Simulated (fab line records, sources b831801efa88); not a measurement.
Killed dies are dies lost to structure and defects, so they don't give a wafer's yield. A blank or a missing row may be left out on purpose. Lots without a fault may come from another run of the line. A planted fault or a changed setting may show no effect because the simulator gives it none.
One fault seen from 2 desks | flow gf180mcu | each desk has only its own numbers; what lay behind them comes last

THE METROLOGY DESK
What the gauges read, lot by lot, whatever tool the lot ran on: means of the sampled wafers that have a number. A lot is out of limits, marked OUT, if its mean lies more than 4 standard deviations from the usual mean; the brackets give that distance.
Columns: A = STI_OXIDATION_02_THK at GF_STI_THK_MEAS_30, usual 9.85 nm
lot  | first seen here | A
L737 | day 2 07:01     | 9.87
L738 | day 2 13:12     | 9.74
L739 | day 2 16:59     | 9.75
L740 | day 2 21:38     | 9.83
L741 | day 3 02:08     | 10.13
L742 | day 3 09:26     | 9.59
L747 | day 4 08:57     | 9.84
L750 | day 5 02:07     | 10.02
L751 | day 5 05:23     | 9.90
L752 | day 5 12:28     | 9.60
L755 | day 6 03:44     | 9.97
L756 | day 6 07:55     | 10.02
L757 | day 6 13:15     | 9.89
L760 | day 7 05:26     | 10.06
This desk's finding: nothing out of limits on any of the 14 lots.

THE TOOL OWNER'S DESK: litho_track-03
The tool's own readings at GF_LVPWELL_COAT_02 (resist thk 3000 nm): means of the sampled wafers that have a number, for each lot that ran on this tool. A lot is out of limits, marked OUT, if its mean lies more than 4 standard deviations from the usual mean; the brackets give that distance.
Columns: A = dispense_pressure_kPa at GF_LVPWELL_COAT_02, usual 49.8 kPa
lot  | first seen here | A
L737 | day 3 13:05     | 48.1
L738 | day 3 20:31     | 48.1
L739 | day 4 00:35     | 48.1
L741 | day 4 10:16     | 48.1
L750 | day 6 14:28     | 48.1
L751 | day 6 17:56     | 48.1
This desk's finding: nothing out of limits on any of the 6 lots.

PUT TOGETHER
The metrology desk saw nothing out of limits.
The tool owner's desk saw nothing out of limits.

WHAT THE SIMULATOR HAD PUT IN
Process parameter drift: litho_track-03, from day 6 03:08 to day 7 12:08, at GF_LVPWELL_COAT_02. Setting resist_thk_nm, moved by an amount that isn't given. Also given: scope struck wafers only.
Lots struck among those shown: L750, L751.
